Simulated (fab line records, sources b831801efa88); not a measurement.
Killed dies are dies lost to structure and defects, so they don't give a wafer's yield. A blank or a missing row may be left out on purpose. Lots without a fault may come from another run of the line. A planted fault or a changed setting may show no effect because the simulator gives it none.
A struck lot beside a sound one | flow sky130 | 15 steps out of a route of 708
Sound: wafers L336.2, L336.3, L336.5. Struck: wafers L327.1, L327.2, L327.3. The cause comes at the end.
At each step with rows: each side's tool, then ch and its chambers, then its first start. Under that, the readings that differ: sound wafers | struck wafers | difference of the means | sigmas: that difference in standard deviations of wafers without a fault.
alike: readings whose means differ by less than 2 such deviations, and words and numbers that are the same on both sides. not compared: withheld readings, readings that some wafer has no value for, bounds like >300 that may hide the same value, and numbers for which the record gives no deviation and whose values overlap.
The two part at a step that has a row with sigmas, a row that says differs or no value, or rows on one side only. Numbers that don't overlap but have no deviation are shown without sigmas and don't part them. A reading that every wafer of one side lacks parts them only if that side has two wafers or more.

first, 6 steps without rows for these wafers: SKY_METAL3_COAT_07 (resist thk 60 nm); SKY_METAL3_COAT_08 (resist thk 1140 nm); SKY_METAL3_SOFTBAKE_09 (time 90 s); SKY_METAL3_EXPOSE_10 (exposes mask MM3, target cd 300 nm); SKY_METAL3_PEB_11; SKY_METAL3_DEVELOP_12 (develop time 60 s).
SKY_METAL3_CD_MEAS_13: target cd 300 nm.
  sound on cd_sem-02, day 43 23:45; struck on cd_sem-01, day 41 11:07
  alike: cd_nm
SKY_METAL3_OVL_MEAS_14:
  sound on overlay-01, day 43 23:51; struck on overlay-01, day 41 11:14
  alike: METAL3_OVL
SKY_METAL3_DESCUM_15: chemistry O2, time 8 s.
  sound on rie_metal-02 ch 1, day 43 23:53; struck on rie_metal-02 ch 0,1, day 41 11:17
  alike: chamber_pressure_mTorr, drypump_motor_current_A, oes_product_au
  not compared: rf_hours_counter_h
SKY_METAL3_ETCH_16: etches BARC in N2/H2, stops on SiO2, time 88.2 s, target depth 60 nm.
  sound on rie_metal-02 ch 1, day 43 23:55; struck on rie_metal-02 ch 0,1, day 41 11:19
  alike: chamber_pressure_mTorr, drypump_motor_current_A, oes_product_au, throttle_valve_pct
  not compared: rf_hours_counter_h
SKY_METAL3_ETCH_17: etches SiO2 in C4F8/O2/Ar, stops on TiN, time 3.9 s, target depth 15 nm.
  sound on rie_diel-02 ch 0,1,2, day 44 00:01; struck on rie_diel-01 ch 0,1,2, day 41 11:25
  alike: chamber_pressure_mTorr, oes_product_au
  not compared: rf_hours_counter_h
SKY_METAL3_METAL_ETCH_18: etches the open film in Cl2/BCl3, stops on SiO2, target depth 845 nm, time 183.1 s.
  sound on rie_metal-01 ch 0, day 44 00:05; struck on rie_metal-01 ch 0,1, day 41 11:26
  alike: chamber_pressure_mTorr, drypump_motor_current_A, oes_product_au, throttle_valve_pct
  not compared: rf_hours_counter_h
SKY_METAL3_STRIP_19: strips in O2/N2.
  sound on plasma_asher-04 ch 0,1, day 44 00:23; struck on plasma_asher-03 ch 0,1, day 41 11:37
  no value came back on the struck wafers for chamber_pressure_mTorr (mTorr), drypump_motor_current_A (A), oes_product_au (a.u.), strip_time_to_endpoint_s (s); on the sound wafers chamber_pressure_mTorr (mTorr) reads 1499.2 1500.8 1499.5
  reading                                       | sound | struck            | difference | sigmas
  model.KrF-thick_of_METAL3_COAT_08.thk_nm (nm) | 0 0 0 | 529.3 528.2 529.7 | +529.1     |
  not compared: rf_hours_counter_h
then, 1 step without rows for these wafers: SKY_METAL3_STRIP_20 (strips in post etch residue remover, time 1200 s).
-- the record jumps here: 7 days lie between the struck wafers' starts before and after (it left off in module METAL3 and takes up again in module PAD_OPEN, whose first step shown is number 708 of the route) --
SKY_PAD_OPEN_PROBE_99:
  the record has rows for the struck wafers here (prober-01, day 48 04:34) and none for the sound ones

WHERE THEY PART
First at SKY_METAL3_STRIP_19; last, within this record, at SKY_PAD_OPEN_PROBE_99.

WHY: what the simulator had put in
Skipped step whole: plasma_asher-03, from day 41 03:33 on, at SKY_METAL3_STRIP_19. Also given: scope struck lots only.
